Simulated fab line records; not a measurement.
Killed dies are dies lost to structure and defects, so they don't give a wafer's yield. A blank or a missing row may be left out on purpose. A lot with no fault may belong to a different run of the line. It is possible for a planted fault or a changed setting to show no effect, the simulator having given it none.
The tool behind it: which one? ; flow sky130 ; 38 wafers sampled from 13 lots at 1 step of a route of 708

## WHAT EACH GAUGE READ, for each wafer
SKY_VIA1_CD_MEAS_12: the cd target is 150 nm. Usual: cd nm reads 149.8 nm (standard deviation 1.7).
lot;measured;on;cd nm (nm);flag
L664;day 34 23:11;cd sem-02;149.2 150.7 150.1;
L666;day 36 01:56;cd sem-02;148.5 149.8 149.9;
L675;day 38 09:45;cd sem-02;149.5 149.8;
L678;day 39 08:54;cd sem-02;146.0 145.7 147.7;
L679;day 39 13:32;cd sem-01;150.9 151.2 150.6;
L680;day 39 17:12;cd sem-02;149.4 151.2 151.5;
L681;day 40 06:46;cd sem-02;149.7 148.2 148.4;
L682;day 40 10:44;cd sem-01;150.9 149.8 150.3;
L683;day 40 20:05;cd sem-02;148.4 149.2 148.1;
L684;day 40 22:22;cd sem-02;151.8 152.0 150.3;
L685;day 41 02:47;cd sem-01;150.1 150.8 150.6;
L686;day 41 09:53;cd sem-02;149.6 149.6 149.6;
L687;day 41 11:23;cd sem-02;150.6 149.9 151.0;

## WHICH TOOL RAN EACH LOT (tool, then ch and the chambers of the sampled wafers, then the start)
Before these readings, the record contains no process step.

## AS READ BY THE TOOLS THEMSELVES (means over the sampled wafers that have a number; for cases with no such wafer, the mark the record gives instead)
The record holds no such reading with a usual standard deviation.

## THE ANSWER, worked out from the rows above alone
Rule: take the mean of a lot's wafers that have a number; if it is more than 3 standard deviations from the usual mean, the lot is off. A lot without any number at a reading at which 4 lots or more have one is off too. All remaining lots with rows at the step are treated as sound. The gauges are gone through in route order, then the tools' own readings, and for those a lot's mean is taken as printed above. The first step at which some lot is off is used, and at that step the reading that is off furthest; a lot without a number counts as furthest.
No lot is off at any reading shown: from this, nothing can be told.

## WHAT THE SIMULATOR HAD PUT IN
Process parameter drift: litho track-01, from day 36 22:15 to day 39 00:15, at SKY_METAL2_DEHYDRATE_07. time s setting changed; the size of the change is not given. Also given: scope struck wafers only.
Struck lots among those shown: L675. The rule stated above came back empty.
